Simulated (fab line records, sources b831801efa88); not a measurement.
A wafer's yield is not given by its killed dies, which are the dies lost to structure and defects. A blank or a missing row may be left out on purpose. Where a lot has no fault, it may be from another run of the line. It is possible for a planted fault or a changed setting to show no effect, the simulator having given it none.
A struck lot beside a sound one | flow gf180mcu | 36 out of 602 route steps
Sound: these wafers, L642.2, L642.3, L642.4. Struck: wafer L648.4 (left out: L648.2, L648.5 of the same lot, which were not struck); the cause appears at the end.
Each step with rows lists, per side, the tool, then ch with its chambers, then its first start. Under that, the readings that differ: sound wafers | struck wafers | difference of the means | sigmas: that difference in standard deviations of wafers without a fault.
alike: words and numbers the same on both sides, and readings whose means are apart by under 2 such deviations; not compared: readings that were withheld, readings missing a value for some wafer, numbers with overlapping values and no deviation given by the record, and bounds like >300 which may hide the same value.
A row with sigmas, a row that says differs or no value, or rows on one side alone: a step with any of these is where the two part. When numbers do not overlap yet have no deviation, they are printed without sigmas and do not part them. A reading that every wafer of one side lacks parts them only if that side has two wafers or more.

first, 2 steps without rows for these wafers: GF_M3_PEB_12 (peb time 90 s); GF_M3_DEVELOP_13 (develop time 60 s).
GF_M3_CD_MEAS_14: target cd 280 nm.
  sound: cd-sem-02 at day 21 18:36; struck: cd-sem-02 at day 23 22:29
  alike: cd-nm
GF_M3_OVL_MEAS_15:
  sound: overlay-02 at day 21 18:43; struck: overlay-02 at day 23 22:35
  alike: M3_OVL
then, 5 steps without rows for these wafers: GF_M3_METAL_ETCH_16 (etches the open film in Cl2/BCl3, stops on SiO2, target depth 750.8 nm, time 125.1 s); GF_M3_STRIP_17 (strips in O2/N2); GF_M3_STRIP_18 (strips in post etch residue remover, time 1200 s); GF_M3_CLEAN_19 (cleans in DIW); GF_V3_CVD_00 (deposits SiO2, target thk 600 nm, time 100 s).
GF_V3_THK_MEAS_01:
  sound: film-metro-04 at day 21 19:31; struck: film-metro-03 at day 23 23:23
  alike: V3_CVD_00_THK
then, 1 step without rows for these wafers: GF_V3_CVD_02 (deposits SiO2 from TEOS, target thk 850 nm, time 94.851 s).
GF_V3_THK_MEAS_03:
  sound: film-metro-01 at day 21 19:39; struck: film-metro-03 at day 23 23:33
  alike: V3_CVD_02_THK
GF_V3_CMP_04: polishes SiO2.
  sound on cmp-01 ch 0,1,2, day 21 19:42; struck on cmp-01 ch 3, day 23 23:42
  reading                             | sound             | struck | difference | sigmas
  time-to-endpoint-s (s)              | 72 75 85          | 110    | +33        | +5
  model.SiO2_of_V3_CVD_02.thk-nm (nm) | 631.3 630.4 632.9 | 711.1  | +79.6      |
  alike: motor-current-A, platen-rpm
GF_V3_BOW_MEAS_05:
  sound: film-metro-01 at day 21 20:01; struck: film-metro-04 at day 23 23:55
  alike: V3_BOW
then, 8 steps without rows for these wafers: GF_V3_DEHYDRATE_06 (time 60 s); GF_V3_HMDS_07 (prime time 60 s); GF_V3_COAT_08; GF_V3_COAT_09 (resist thk 1000 nm); GF_V3_SOFTBAKE_10 (time 60 s); GF_V3_EXPOSE_11 (exposes mask Via3, target cd 260 nm); GF_V3_PEB_12 (peb time 90 s); GF_V3_DEVELOP_13 (develop time 60 s).
GF_V3_CD_MEAS_14: target cd 260 nm.
  sound: cd-sem-01 at day 22 19:19; struck: cd-sem-02 at day 24 21:54
  alike: cd-nm
GF_V3_OVL_MEAS_15:
  sound: overlay-01 at day 22 19:25; struck: overlay-01 at day 24 22:01
  alike: V3_OVL
GF_V3_ETCH_16: etches BARC in N2/H2.
  sound on rie-diel-02 ch 1,2,3, day 22 19:27; struck on rie-diel-04 ch 0, day 24 22:02
  reading               | sound             | struck | difference | sigmas
  oes-product-au (a.u.) | 0.848 0.862 0.864 | 0.847  | -0.011     | -2
  alike: drypump-motor-current-A, throttle-valve-pct
GF_V3_ETCH_17: etches SiO2 in C4F8/O2/Ar, stops on TiN, target depth 635 nm.
  sound on rie-diel-02 ch 1,2,3; struck on rie-diel-04 ch 0
  reading                        | sound             | struck | difference | sigmas
  oes-product-au (a.u.)          | 0.855 0.857 0.853 | 0.913  | +0.058     | +11
  model.etch.depth-nm (nm)       | 631.3 630.4 632.9 | 711.1  | +79.6      |
  model.V3.feature-depth-nm (nm) | 631.3 630.4 632.9 | 711.1  | +79.6      |
then, 3 steps without rows for these wafers: GF_V3_STRIP_18 (strips in O2/N2); GF_V3_STRIP_19 (strips in post etch residue remover, time 1200 s); GF_V3_CLEAN_20 (cleans in DIW).
GF_V3_SPUTTER_21: material Ti, target thk 15 nm, time 80.02 s.
  sound: pvd-sputter-03 at day 22 20:07; struck: pvd-sputter-01 at day 24 22:43
  reading                | sound          | struck | difference | sigmas
  throttle-valve-pct (%) | 30.3 29.6 30.1 | 31.6   | +1.6       | +2
GF_V3_SPUTTER_22: material TiN, target thk 10 nm, time 40 s.
  sound: pvd-sputter-03 at day 22 20:10; struck: pvd-sputter-01 at day 24 22:46
  alike: throttle-valve-pct
GF_V3_CVD_23: deposits W, target thk 350 nm, time 104.9 s.
  sound on cvd-w-02 ch 0,1, day 22 20:13; struck on cvd-w-01 ch 0, day 24 22:49
  alike: heater-power-w
GF_V3_RS_MEAS_24: measures by four-point-probe.
  sound: film-metro-01 at day 22 20:20; struck: film-metro-01 at day 24 22:56
  alike: V3_W_RS
GF_V3_THK_MEAS_25: measures by xrf.
  sound: film-metro-01 at day 22 20:27; struck: film-metro-01 at day 24 23:03
  alike: V3_W_THK
GF_V3_CMP_26: polishes, stops on SiO2, t overpolish 15 s, target thk 0 nm.
  sound on cmp-02 ch 0,1,3, day 22 20:30; struck on cmp-01 ch 3, day 24 23:06
  reading                             | sound             | struck | difference | sigmas
  motor-current-A (A)                 | 12.5 12.5 13.9    | 10.2   | -2.8       | -2
  model.SiO2_of_V3_CVD_02.thk-nm (nm) | 627.5 626.6 629.1 | 707.3  | +79.6      |
  alike: platen-rpm
GF_M4_SPUTTER_00: material Ti, target thk 37.5 nm, time 150 s.
  sound: pvd-sputter-02 at day 22 20:48; struck: pvd-sputter-02 at day 24 23:24
  alike: throttle-valve-pct

WHERE THEY PART
Last at GF_V3_CMP_26 as far as this record goes, first at GF_V3_CMP_04. Later steps at which nothing parts them and some readings are alike: GF_M4_SPUTTER_00.

WHY: what had been put in by the simulator
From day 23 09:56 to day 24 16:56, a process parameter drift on cmp-01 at GF_V3_CMP_04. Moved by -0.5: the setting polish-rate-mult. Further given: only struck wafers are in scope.
